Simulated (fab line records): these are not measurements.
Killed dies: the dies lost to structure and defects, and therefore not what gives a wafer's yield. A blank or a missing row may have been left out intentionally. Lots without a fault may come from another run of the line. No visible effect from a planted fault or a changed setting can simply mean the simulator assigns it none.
A lot that was struck, set against a sound lot -- flow sky130 -- 17 out of 708 route steps
Sound: wafers L120.3, L120.4, L120.5. The struck wafers were L128.1, L128.5, L128.6. Last of all comes the cause.
For every step that has rows: the tool of each side, followed by ch and its chambers, followed by its first start. Under that, the readings that differ: sound wafers -- struck wafers -- difference of the means -- sigmas: that difference in standard deviations of wafers without a fault.
alike: same words and numbers on both sides, and readings whose means sit less than 2 such deviations apart. not compared: any withheld reading, any reading some wafer has no value for, any bound like >300 that may hide the same value, and any number with overlapping values for which the record gives no deviation.
A row with sigmas, a row that says differs or no value, or rows on one side alone: a step with any of these is where the two part. Numbers that don't overlap but have no deviation are shown without sigmas and don't part them. A reading missing from all wafers of one side parts the sides only when that side holds two or more wafers.

SKY_FIELD_ISO_THK_MEAS_02:
  struck on film-metro-03, day 3 09:53; sound on film-metro-03, day 1 17:47
  alike: FIELD_ISO_OXIDATION_00_THK
then, 1 step without rows for these wafers: SKY_FIELD_ISO_CVD_03 (deposits Si3N4 from DCS/NH3, target thk 165 nm, time 2830 s).
SKY_FIELD_ISO_THK_MEAS_04:
  struck on film-metro-03, day 3 12:21; sound on film-metro-04, day 1 20:01
reading,sound,struck,difference,sigmas
FIELD_ISO_CVD_03_THK (nm),169.5 171.3 170.2,166.7 166.4 165.1,-4.3,-2
then, 8 steps without rows for these wafers: SKY_FIELD_ISO_DEHYDRATE_05 (time 60 s); SKY_FIELD_ISO_HMDS_06 (prime time 60 s); SKY_FIELD_ISO_COAT_07 (resist thk 61.2 nm); SKY_FIELD_ISO_COAT_08 (resist thk 450 nm); SKY_FIELD_ISO_SOFTBAKE_09 (time 90 s); SKY_FIELD_ISO_EXPOSE_10 (exposes mask FOM, target cd 150 nm); SKY_FIELD_ISO_PEB_11; SKY_FIELD_ISO_DEVELOP_12 (develop time 60 s).
SKY_FIELD_ISO_CD_MEAS_13 targets a cd of 150 nm.
  struck on cd-sem-01, day 4 04:47; sound on cd-sem-02, day 2 11:04
  alike: cd-nm
SKY_FIELD_ISO_ETCH_14: etches BARC in N2/H2, stops on SiO2, time 45.9 s, target depth 60 nm.
  sound on rie-diel-01 ch 0,1,2, day 2 11:08; struck on rie-diel-02 ch 0,2,3, day 4 04:54
reading,sound,struck,difference,sigmas
oes-product-au (a.u.),0.872 0.858 0.878,1.003 0.998 0.980,+0.124,+26
run-length-s (s),73.3 73.8 74.2,32.9 33.8 33.9,-40.2,-77
throttle-valve-pct (%),13.207 13.228 13.222,13.236 13.238 13.245,+0.021,+2
model.etch.depth-nm (nm),61.2 61.26 61.46,9.111 9.162 8.88,-52.256,
model.KrF-thick_of_FIELD_ISO_COAT_08.thk-nm (nm),391.1 391.8 393.1,428.6 429 430.7,+37.4,
model.FIELD_ISO.cd-nm (nm),147.1 148.9 149.6,156.8 158.5 158.1,+9.3,
  alike: drypump-motor-current-A, n2-flow-sccm
  not compared: rf-hours-counter-h
SKY_FIELD_ISO_ETCH_15: etches the open film in CHF3/O2, stops on Si, target depth 180 nm, time 72 s.
  sound on rie-diel-01 ch 0,1,2, day 2 11:11; struck on rie-diel-02 ch 0,2,3, day 4 04:56
reading,sound,struck,difference,sigmas
oes-product-au (a.u.),0.958 0.967 0.968,0.376 0.372 0.374,-0.590,-78
throttle-valve-pct (%),8.837 8.859 8.849,8.663 8.682 8.676,-0.175,-18
model.KrF-thick_of_FIELD_ISO_COAT_08.thk-nm (nm),235.7 235.3 237.3,270.7 273.3 280.8,+38.8,
  alike: drypump-motor-current-A, run-length-s
  not compared: rf-hours-counter-h
SKY_FIELD_ISO_STRIP_16: strips in O2/N2.
  sound on plasma-asher-01 ch 0,1, day 2 11:16; struck on plasma-asher-04 ch 0,1, day 4 05:00
reading,sound,struck,difference,sigmas
oes-product-au (a.u.),0.378 0.373 0.371,0.393 0.388 0.396,+0.018,+4
strip-time-to-endpoint-s (s),3.552 3.541 3.580,3.931 3.965 4.044,+0.422,+15
  alike: drypump-motor-current-A, n2-flow-sccm
  not compared: rf-hours-counter-h
SKY_FIELD_ISO_ETCH_17: etches Si in HBr/Cl2/O2, target depth 342 nm, time 97.7 s.
  sound on rie-si-01 ch 2,3, day 2 11:20; struck on rie-si-01 ch 0,1,3, day 4 05:06
reading,sound,struck,difference,sigmas
model.FIELD_ISO.cd-nm (nm),147 148.4 148.6,155.9 158 157.5,+9.1,
  alike: drypump-motor-current-A, oes-product-au, run-length-s, throttle-valve-pct
  not compared: rf-hours-counter-h
then, 1 step without rows for these wafers: SKY_FIELD_ISO_WET_ETCH_18 (etches Si3N4 in H3PO4, target depth 25 nm, time 286 s).

## WHERE THEY PART
At SKY_FIELD_ISO_THK_MEAS_04 first; at SKY_FIELD_ISO_STRIP_16 last (within this record only). Later steps at which nothing parts them and some readings are alike: SKY_FIELD_ISO_ETCH_17.

WHY: what had been put in by the simulator
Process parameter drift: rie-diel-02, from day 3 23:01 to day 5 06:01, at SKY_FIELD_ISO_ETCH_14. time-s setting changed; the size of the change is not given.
